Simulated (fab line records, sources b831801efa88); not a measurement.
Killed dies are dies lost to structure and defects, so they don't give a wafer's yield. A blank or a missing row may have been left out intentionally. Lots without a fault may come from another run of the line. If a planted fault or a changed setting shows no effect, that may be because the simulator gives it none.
Matching of chambers -- flow sky130 -- SKY_VIA2_CMP_24 on cmp-01 has 4 sister chambers
The step polishes, stops on SiO2, t overpolish 20 s, target thk 0 nm. 4 wafers are shown with their chamber, then 12 later ones without.

WAFERS, EACH WITH ITS CHAMBER
wafer,chamber,motor_current_A (A)
L087.3,0,9.3
L089.4,3,11.8
L090.2,1,10.9
L090.6,2,12.6

WAFERS WHOSE CHAMBER IS MISSING
wafer,motor_current_A (A)
L092.1,11.9
L092.3,9.9
L092.5,10.2
L094.1,12.4
L094.5,11.8
L094.6,12.6
L094.2,11.1
L094.3,11.8
L094.4,9.6
L096.3,11.9
L096.4,11.8
L096.6,11.4

THE CHAMBER EACH PASSED THROUGH
wafer,from the rows above,in truth
L092.1,can't be placed: 3 or 2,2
L092.3,can't be placed: 0 or 1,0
L092.5,can't be placed: 1 or 0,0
L094.1,can't be placed: 2 or 3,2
L094.5,3,3
L094.6,2,2
L094.2,can't be placed: 1 or 3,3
L094.3,3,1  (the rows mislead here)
L094.4,0,0
L096.3,can't be placed: 3 or 2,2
L096.4,3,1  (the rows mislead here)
L096.6,can't be placed: 3 or 1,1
3 of 12 placed correctly. From these rows, 7 cannot be placed; in 7 the true chamber is one of the candidates. 2 placed wrongly.
How it was worked out, from the rows above alone: a wafer's distance from a chamber is the root of the sum, over the readings, of the square of ((its reading less the chamber's mean) divided by the reading's scatter). If the next closest chamber is less than 2 further off than the closest, the wafer can't be placed; otherwise it belongs to the closest. A chamber's mean is the mean of its shown wafers. The scatter (one wafer shown for each chamber): square how far every hidden wafer sits from the nearest shown wafer, average those squares and take the square root.
